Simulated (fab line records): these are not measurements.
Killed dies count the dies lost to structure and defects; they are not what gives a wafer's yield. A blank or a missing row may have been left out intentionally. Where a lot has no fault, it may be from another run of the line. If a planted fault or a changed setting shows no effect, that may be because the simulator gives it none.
Code-filled problem report in 8D (eight disciplines) form :: flow sky130 :: the parts of the form that need people (team, actions taken, sign-off) are left out

1. THE ISSUE
At SKY_VIA2_CMP_24, overpolish-run-s averages 0.041 s over 6 wafers from 2 lots, while fault-free wafers read 20.000 s, standard deviation 0.0088. So: -99 or more standard deviations from the usual mean.
The step: polishes, stops on SiO2, t overpolish 20 s, target thk 0 nm.
Seen first at day 37 19:40 on cmp-02, wafer L797.1. The record holds 42 wafers of 14 lots with a number at this step. By rule, "out" or "out of limits" means more than 4 standard deviations away from the usual mean. Any other wafer with a number is counted as sound.

2. WHAT IT IS, AND WHAT IT ISN'T
question: which readings at this step
is: overpolish-run-s, time-to-endpoint-s
is not: -

question: which lots
is: L797, L799
is not: L794, L795, L798, L809, L810, L811, L812, L813, L814, L815, L816, L817

question: which wafers of those lots
is: all that have a number
is not: -

question: read on which tools
is: cmp-02
is not: cmp-01

question: when
is: from day 37 19:40
is not: up to then (9 sound wafers); but 27 sound wafers of L809, L810, L811, L812, L813, L814, L815, L816, L817 came after

3. SUSPECTS, AND WHAT RULES EACH OUT
Counting: a tool at any process step up to the reading remains a suspect when it ran all the lots that are out and ran no sound lot after the first of those.
- cmp-02 at SKY_VIA2_CMP_24 (polishes, stops on SiO2, t overpolish 20 s, target thk 0 nm): ruled out as a lasting fault. After its first lot that is out, L797 (day 37 19:40), sound lots L810, L811, L813, L814, L815 ran on it.
Left after counting: nothing in the record.

4. THE CAUSE (what the simulator had put in)
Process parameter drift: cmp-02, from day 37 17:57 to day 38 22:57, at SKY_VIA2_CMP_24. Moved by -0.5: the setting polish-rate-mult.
Counting ruled it out, wrongly.

5. THE EFFECT CHAIN, in route order
Rows list readings where the struck wafers' mean (over those with a number) sits beyond 3 standard deviations from the usual. Only readings whose record carries a usual standard deviation are examined. hours: median over the lots of the time between each lot's start at the first step of this table that gives one and its start at this step. sigmas: the change, counted in usual standard deviations.
hours: 0
step: SKY_VIA2_CMP_24
reading: overpolish-run-s
usual: 20.000 s
on struck wafers: 0.041
change: -19.959
sigmas: -99 or more

hours: 0
step: SKY_VIA2_CMP_24
reading: time-to-endpoint-s
usual: 99 s
on struck wafers: 158
change: +59
sigmas: +13

hours: 217
step: SKY_PAD_OPEN_PROBE_99
reading: defect-limited-yield
usual: 82.4 %
on struck wafers: 0.0
change: -82.4
sigmas: -43

hours: 217
step: SKY_PAD_OPEN_PROBE_99
reading: killed_at_M0_to_M3
usual: 44
on struck wafers: 447
change: +403
sigmas: +56

hours: 217
step: SKY_PAD_OPEN_PROBE_99
reading: killed-dies
usual: 86
on struck wafers: 492
change: +406
sigmas: +45

hours: 217
step: SKY_PAD_OPEN_PROBE_99
reading: killed-on-rim
usual: 17
on struck wafers: 96
change: +79
sigmas: +21

hours: 217
step: SKY_PAD_OPEN_PROBE_99
reading: sort_bin_3_pad_short
usual: 0.9 %
on struck wafers: 83.8
change: +82.9
sigmas: +99 or more

hours: 217
step: SKY_PAD_OPEN_PROBE_99
reading: sort-n-pass
usual: 406
on struck wafers: 0
change: -406
sigmas: -45

hours: 217
step: SKY_PAD_OPEN_PROBE_99
reading: sort-yield-pct
usual: 82.4 %
on struck wafers: 0.0
change: -82.4
sigmas: -43
Process steps it contains:
- SKY_VIA2_CMP_24: polishes, stops on SiO2, t overpolish 20 s, target thk 0 nm.
- SKY_PAD_OPEN_PROBE_99

6. HOW IT WOULD HAVE BEEN CAUGHT EARLIER
In this record no reading fell out of limits until day 37 19:40, 2 hours after the fault had begun at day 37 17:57.
